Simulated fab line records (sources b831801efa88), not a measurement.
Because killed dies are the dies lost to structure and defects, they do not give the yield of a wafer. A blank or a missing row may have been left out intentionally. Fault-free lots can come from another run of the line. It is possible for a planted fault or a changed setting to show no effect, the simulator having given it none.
2 desks looking at one fault + flow gf180mcu + what lay behind the numbers comes last; until then each desk has only its own

FOR THE TOOL OWNER'S DESK: pvdSputter-04
At GF_SALICIDE_SPUTTER_03 (material TiN, target thk 20 nm, time 16.7 s) the tool's own readings: per lot run on this tool, the mean of the sampled wafers that have a number. A lot is out of limits, marked OUT, if its mean lies more than 4 standard deviations from the usual mean; the brackets give that distance.
Columns: A = cathodeDcPowerW at GF_SALICIDE_SPUTTER_03, usual 6499.8 W; B = throttleValvePct at GF_SALICIDE_SPUTTER_03, usual 30.0 %
| lot  | first seen here | A                        | B    |
|------|-----------------|--------------------------|------|
| L866 | day 17 23:32    | 5779.8 (-99 or more) OUT | 29.8 |
| L869 | day 19 01:02    | 5779.4 (-99 or more) OUT | 30.0 |
| L878 | day 21 16:06    | 6499.3                   | 29.3 |
| L879 | day 22 01:14    | 6499.6                   | 29.8 |
| L881 | day 22 13:23    | 6499.3                   | 29.3 |
| L882 | day 22 22:21    | 6500.9                   | 30.1 |
| L883 | day 23 06:11    | 6499.4                   | 28.8 |
This desk's verdict: out of limits on L866, L869, starting with L866 at day 17 23:32 (cathodeDcPowerW at GF_SALICIDE_SPUTTER_03). Within limits: L878, L879, L881, L882, L883.

AT THE METROLOGY DESK
What the gauges read, lot by lot, whatever tool the lot ran on: means of the sampled wafers that have a number. A lot is out of limits, marked OUT, if its mean lies more than 4 standard deviations from the usual mean; the brackets give that distance.
Columns: A = HV_LDD_CVD_54_THK at GF_HV_LDD_THK_MEAS_55, usual 9.97 nm; B = SALICIDE_TIN_RS at GF_SALICIDE_RS_MEAS_04, usual 16.42 ohm/sq; C = SALICIDE_TIN_THK at GF_SALICIDE_THK_MEAS_05, usual 19.93 nm
| lot  | first seen here | A     | B     | C                |
|------|-----------------|-------|-------|------------------|
| L860 | day 12 03:13    | 10.17 | 16.31 | 19.75            |
| L861 | day 12 10:40    | 10.19 | 16.43 | 20.31            |
| L866 | day 15 01:47    | 9.92  | 17.24 | 17.65 (-7.6) OUT |
| L869 | day 16 00:33    | 10.04 | 17.32 | 18.14 (-6.0) OUT |
| L872 | day 16 17:20    | 10.12 | 16.16 | 19.83            |
| L874 | day 17 05:35    | 9.92  | 16.21 | 20.05            |
| L877 | day 18 02:24    | 9.98  | 16.47 | 19.47            |
| L878 | day 18 12:29    | 9.89  | 16.19 | 19.88            |
| L879 | day 18 21:53    | 9.87  | 16.58 | 19.82            |
| L881 | day 19 11:35    | 9.94  | 16.15 | 19.83            |
| L882 | day 19 19:47    | 9.91  | 16.17 | 20.11            |
| L883 | day 20 03:50    | 10.00 | 16.39 | 20.18            |
Finding of this desk: L866, L869 out of limits, first seen on L866 at day 17 23:41 (SALICIDE_TIN_THK at GF_SALICIDE_THK_MEAS_05). Within limits: L860, L861, L872, L874, L877, L878, L879, L881, L882, L883.

PUT TOGETHER
The tool owner's desk had the chance to raise an alarm at day 17 23:32 on L866, L869.
On L866, L869, the metrology desk was in a position to raise an alarm at day 17 23:41.
Of the lots named, all ran GF_SALICIDE_SPUTTER_03 on pvdSputter-04.

WHAT WAS PUT IN BY THE SIMULATOR
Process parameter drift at GF_SALICIDE_SPUTTER_03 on pvdSputter-04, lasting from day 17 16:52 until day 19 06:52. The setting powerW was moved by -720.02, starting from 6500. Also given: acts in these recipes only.
Shown lots that were struck: L866, L869.
Time in hours from fault onset to the first out-of-limits reading at each desk: tool owner's desk 7, metrology desk 7.
